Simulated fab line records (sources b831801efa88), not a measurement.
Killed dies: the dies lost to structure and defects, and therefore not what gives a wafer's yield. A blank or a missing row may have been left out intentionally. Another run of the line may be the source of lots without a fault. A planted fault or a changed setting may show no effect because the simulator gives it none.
fab line records | flow sky130
record lots=11 wafers=32 last-day=48
route steps=708 shown LOCAL_INTERCONNECT@400 METAL1@435 VIA1@458
lots with no fault: from the same line, run without faults
start-h: start of the lot's first displayed wafer, in hours after the record's first day | wait-h: hours from the lot's prior step to this one | " the same as in the row above | L1.1+2: a row that stands for several wafers | - value missing, or start not given | * or withheld: withheld | < > ~ a bound
route shown NAME@n: names a module that has steps shown in the file, with the first one's number in the route | usual: mean/standard deviation taken from wafers without a fault | same: alike in all rows | chamber/n: place in a boat | sites: each site's reading | _std_site: standard deviation across them | _edge_site: inner sites' mean taken away from outer sites' mean | radius-mm: for every site, how far away it sits from the centre of the wafer | mask NAME#n: copy n | behind: tool/chamber where the wafer was last shaped | hold: what put the lot on hold/how long, in hours/how the hold closed | device: names the non-switching transistor (n, p or np) | end of line: tests run on the same wafers once the route is complete | step lacking rows: just its recipe | killed: dies that structure and defects cost at the first sort, which is not the same as the wafer's yield | map: per-die view of a wafer (x killed, . not killed, _ where there is no die)
set.NAME: the setting as run; set.NAME@STEP: as run at that earlier step | model.NAME: the simulator's own value behind a step, which no gauge read
one table for each step of the route and one row for each wafer, over a sample of lots
services: the hour from which a tool's chamber was out of use, counted from the record's first day as start-h (under 0 if before that day), plus the number of hours and why
## steps
# step SKY_LOCAL_INTERCONNECT_ETCH_13
# recipe chemistry=N2/H2 target=BARC ion-energy-ev=200 bias-w=100 pressure-mtorr=30 n2-flow-sccm=100 h2-flow-sccm=200 icp-w=500 stop-on=SiO2 time-s=45.9 target-depth-a=600
# usual drypump-motor-current-A=6.18/0.19 oes-product-au=0.855/0.0042 throttle-valve-pct=13.225/0.009
# columns lot.wafer tool chamber start-h wait-h drypump-motor-current-A oes-product-au rf-hours-counter-h throttle-valve-pct
L141.1 rie-metal-03 0 695.06 0.0 6.14 0.854 0 13.236
L141.2 " 1 " " 6.18 0.849 8 13.229
L141.3 " 0 " " 6.13 0.858 - 13.215
L142.1 rie-metal-03 1 708.99 0.0 6.18 0.853 8 13.232
L142.2 " 0 " " 6.14 0.847 1 13.225
L142.6 " 0 " " 6.13 0.854 - 13.226
L144.1 rie-metal-02 1 750.16 0.0 6.25 0.853 16 13.243
L144.3 " 1 " " 6.23 0.850 - 13.215
L144.6 " 1 " " 6.24 0.858 - 13.226
L143.2 rie-metal-02 1 751.13 0.0 6.24 0.857 - 13.225
L143.3 " 1 " " 6.24 0.854 - 13.222
L143.5 " 1 " " 6.25 0.851 - 13.208
L146.2 rie-metal-01 0 751.23 0.0 6.42 0.858 6 13.219
L146.3 " 1 " " 6.27 0.858 - 13.232
L146.4 " 0 " " 6.39 0.851 - 13.234
L148.1 rie-metal-02 1 762.11 0.0 6.24 0.860 17 13.233
L148.4 " 1 " " 6.24 0.851 - 13.227
L148.5 " 1 " " 6.23 0.854 - 13.228
L149.1 rie-metal-01 0 763.45 0.0 6.40 0.852 7 13.236
L149.5 " 1 " " 6.28 0.854 - 13.219
L149.6 " 0 " " 6.38 0.848 - 13.232
L151.1 rie-metal-01 0 785.36 0.0 6.41 0.854 7 13.220
L151.4 " 1 " " 6.27 0.852 - 13.218
L151.6 " 0 " " 6.41 0.852 - 13.240
L152.1 rie-metal-01 0 798.06 0.0 6.37 0.850 8 13.212
L152.4 " 1 " " 6.23 0.844 - 13.233
L152.5 " 1 " " 6.26 0.852 - 13.236
L153.4 rie-metal-03 1 811.22 0.0 6.16 0.856 - 13.220
L153.5 " 0 " " 6.12 0.858 - 13.224
L153.6 " 1 " " 6.16 0.854 - 13.233
L155.4 rie-metal-02 0 815.43 0.1 5.73 0.854 - 13.252
L155.6 " 0 " " 5.74 0.854 - 13.241
# step SKY_METAL1_SPUTTER_01
# recipe material=TiN target-thk-nm=20 power-w=6500 time-s=16.7 chamber-pressure-pa=0.4
# usual cathode-dc-power-W=6500.1/1.1 throttle-valve-pct=30.1/1.1
# columns lot.wafer tool chamber start-h wait-h cathode-dc-power-W throttle-valve-pct
L141.1 pvd-sputter-02 - 726.32 0.0 6500.0 29.3
L141.2 " - " " 6500.0 31.4
L141.3 " - " " 6498.3 29.7
L142.1 pvd-sputter-04 - 739.91 0.0 6500.5 32.1
L142.2 " - " " 6499.8 31.7
L142.6 " - " " 6499.1 31.4
L144.1 pvd-sputter-04 - 779.03 0.0 6499.4 31.1
L144.3 " - " " 6499.8 32.4
L144.6 " - " " 6498.3 28.5
L143.2 pvd-sputter-02 - 781.00 0.0 6498.3 29.8
L143.3 " - " " 6499.8 31.2
L143.5 " - " " 6501.5 28.8
L146.2 pvd-sputter-01 - 781.08 0.0 6498.7 30.2
L146.3 " - " " 6499.8 30.4
L146.4 " - " " 6501.9 29.9
L148.1 pvd-sputter-02 - 792.10 0.0 6502.5 28.6
L148.4 " - " " 6500.2 29.0
L148.5 " - " " 6499.1 29.4
L149.1 pvd-sputter-02 - 792.99 0.0 6499.1 31.3
L149.5 " - " " 6500.0 31.3
L149.6 " - " " 6501.5 29.3
L151.1 pvd-sputter-04 - 814.70 0.0 6499.1 31.3
L151.4 " - " " 6498.5 28.5
L151.6 " - " " 6499.2 32.4
L152.1 pvd-sputter-02 - 827.42 0.0 6501.1 29.8
L152.4 " - " " 6498.1 28.7
L152.5 " - " " 6500.5 29.3
L153.4 pvd-sputter-02 - 839.79 0.0 6499.7 29.8
L153.5 " - " " 6499.1 29.2
L153.6 " - " " 6498.8 29.5
L155.4 pvd-sputter-04 - 845.36 0.0 6500.7 28.6
L155.6 " - " " 6500.7 30.3
# step SKY_VIA1_HDPCVD_00
# recipe material=SiO2 target-thk-nm=1030 sigma-open-frac=0.3 time-s=171.7 temp-c=400 sih4-flow-sccm=60 pressure-mtorr=6
# usual run-length-s=199.5/0.71
# columns lot.wafer tool chamber start-h wait-h run-length-s
L141.1 hdpcvd-01 2 754.99 0.0 200.3
L141.2 " 1 " " 198.4
L141.3 " 0 " " 199.5
L142.1 hdpcvd-02 2 767.37 0.0 198.6
L142.2 " 0 " " 200.1
L142.6 " 1 " " 199.6
L144.1 hdpcvd-01 2 806.10 0.0 200.3
L144.3 " 0 " " 199.5
L144.6 " 2 " " 200.3
L143.2 hdpcvd-02 1 808.74 0.0 200.2
L143.3 " 2 " " 198.5
L143.5 " 0 " " 199.9
L146.2 hdpcvd-01 1 809.43 0.0 198.6
L146.3 " 2 " " 199.9
L146.4 " 1 " " 198.6
L148.1 hdpcvd-02 1 819.36 0.0 200.1
L148.4 " 0 " " 199.5
L148.5 " 1 " " 200.0
L149.1 hdpcvd-02 1 820.49 0.0 199.7
L149.5 " 0 " " 199.4
L149.6 " 2 " " 198.7
L151.1 hdpcvd-01 1 841.92 0.0 198.7
L151.4 " 1 " " 198.3
L151.6 " 2 " " 200.4
L152.1 hdpcvd-01 2 854.62 0.0 200.2
L152.4 " 2 " " 200.1
L152.5 " 1 " " 198.3
L153.4 hdpcvd-01 1 867.02 0.1 147.6
L153.5 " 0 " " 199.4
L153.6 " 2 " " 149.4
L155.4 hdpcvd-01 2 872.25 0.1 149.2
L155.6 " 0 " " 148.5
# step SKY_VIA1_THK_MEAS_01
# recipe reads=SiO2_of_VIA1_HDPCVD_00
# usual VIA1_HDPCVD_THK=1028/10
# columns lot.wafer tool chamber start-h wait-h VIA1_HDPCVD_THK[nm]
L141.1 film-metro-02 - 755.10 0.1 1019
L141.2 " - " " 1029
L141.3 " - " " 1041
L142.1 film-metro-04 - 767.48 0.1 1009
L142.2 " - " " 1019
L142.6 " - " " 1024
L144.1 film-metro-02 - 806.21 0.1 1017
L144.3 " - " " 1025
L144.6 " - " " 1006
L143.2 film-metro-03 - 808.86 0.1 1025
L143.3 " - " " 1024
L143.5 " - " " 1025
L146.2 film-metro-04 - 809.55 0.1 1041
L146.3 " - " " 1049
L146.4 " - " " 1036
L148.1 film-metro-03 - 819.47 0.1 1014
L148.4 " - " " 1041
L148.5 " - " " 1030
L149.1 film-metro-02 - 820.60 0.1 1034
L149.5 " - " " 1048
L149.6 " - " " 1029
L151.1 film-metro-02 - 842.03 0.1 1013
L151.4 " - " " 1029
L151.6 " - " " 1023
L152.1 film-metro-03 - 854.73 0.1 1010
L152.4 " - " " 1017
L152.5 " - " " 1014
L153.4 film-metro-03 - 867.11 0.0 726
L153.5 " - " " 1042
L153.6 " - " " 730
L155.4 film-metro-02 - 872.33 0.0 737
L155.6 " - " " 737
# step SKY_VIA1_CMP_02
# recipe material=SiO2 down-force-psi=4 platen-rpm=60 pad-velocity-m-s=0.94248
# usual motor-current-A=11.9/1.1
# columns lot.wafer tool chamber start-h wait-h motor-current-A
L141.1 cmp-01 1 755.16 0.1 13.6
L141.3 " 2 " " 11.4
L141.2 " 3 " " 11.1
L142.2 cmp-01 2 767.59 0.1 12.0
L142.1 " 3 " " 10.9
L142.6 " 2 " " 11.0
L144.1 cmp-02 1 806.32 0.1 13.8
L144.3 " 3 " " 11.4
L144.6 " 0 " " 12.3
L143.3 cmp-01 1 808.91 0.0 13.3
L143.2 " 3 " " 10.4
L143.5 " 1 " " 12.6
L146.2 cmp-02 2 809.60 0.0 11.8
L146.3 " 3 " " 10.7
L146.4 " 1 " " 13.0
L148.1 cmp-01 3 819.53 0.1 11.5
L148.4 " 0 " " 10.3
L148.5 " 3 " " 10.6
L149.1 cmp-02 3 820.71 0.1 11.3
L149.5 " 2 " " 12.2
L149.6 " 3 " " 11.0
L151.1 cmp-02 0 842.09 0.1 12.6
L151.4 " 2 " " 11.7
L151.6 " 1 " " 13.7
L152.1 cmp-01 3 854.84 0.1 10.8
L152.4 " 1 " " 12.9
L152.5 " 2 " " 11.6
L153.4 cmp-01 3 867.29 0.2 10.9
L153.6 " 0 " " 10.3
L153.5 " 1 " " 13.5
L155.4 cmp-02 2 872.51 0.2 11.8
L155.6 " 3 " " 11.7
## services
# columns tool chamber start-h hours kind
pvd-sputter-01 - 680.30 3.0 repair
cmp-01 - 684.36 3.7 repair
cmp-01 - 685.06 0.5 repair
rie-metal-02 0 686.84 101.4 repair
cmp-01 - 690.83 2.6 repair
cmp-02 - 690.84 1.6 repair
cmp-01 - 694.98 0.8 repair
cmp-01 - 695.74 1.3 repair
hdpcvd-01 - 725.49 2.8 pm
pvd-sputter-02 - 728.96 2.8 repair
cmp-01 - 744.00 4.0 pm
cmp-01 - 748.00 - consumable-replace:conditioner
hdpcvd-01 - 751.29 0.6 repair
cmp-01 - 765.48 1.9 repair
rie-metal-03 1 778.97 1.2 repair
cmp-01 - 799.31 5.4 pm
pvd-sputter-02 - 802.27 2.4 repair
hdpcvd-02 0 810.66 4.4 repair
hdpcvd-02 - 829.89 6.0 pm
hdpcvd-02 - 841.77 0.6 repair
pvd-sputter-01 - 844.08 1.8 repair
hdpcvd-01 - 847.54 1.4 repair
pvd-sputter-04 - 849.94 0.6 repair
rie-metal-03 0 871.79 5.1 repair
## key
first-sign step=SKY_VIA1_HDPCVD_00 reading=run-length-s direction=down sigmas=72 usual=* struck=*
effect step=SKY_VIA1_THK_MEAS_01 reading=VIA1_HDPCVD_THK direction=down sigmas=29 usual=1028 struck=733
met-at SKY_VIA1_HDPCVD_00
struck-lots L153,L155
struck-wafers L153.4,L153.6,L155.4,L155.6
not-acting-at SKY_LOCAL_INTERCONNECT_ETCH_13,SKY_METAL1_SPUTTER_01,SKY_VIA1_CMP_02
onset-between 854.62 867.02
fault kind=process-parameter-drift tool=hdpcvd-01 chamber=- onset-h=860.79 steps=SKY_VIA1_HDPCVD_00 channel=time-s offset=* shape=step end-h=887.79 scope=struck-wafers-only acts-in=* stated=*
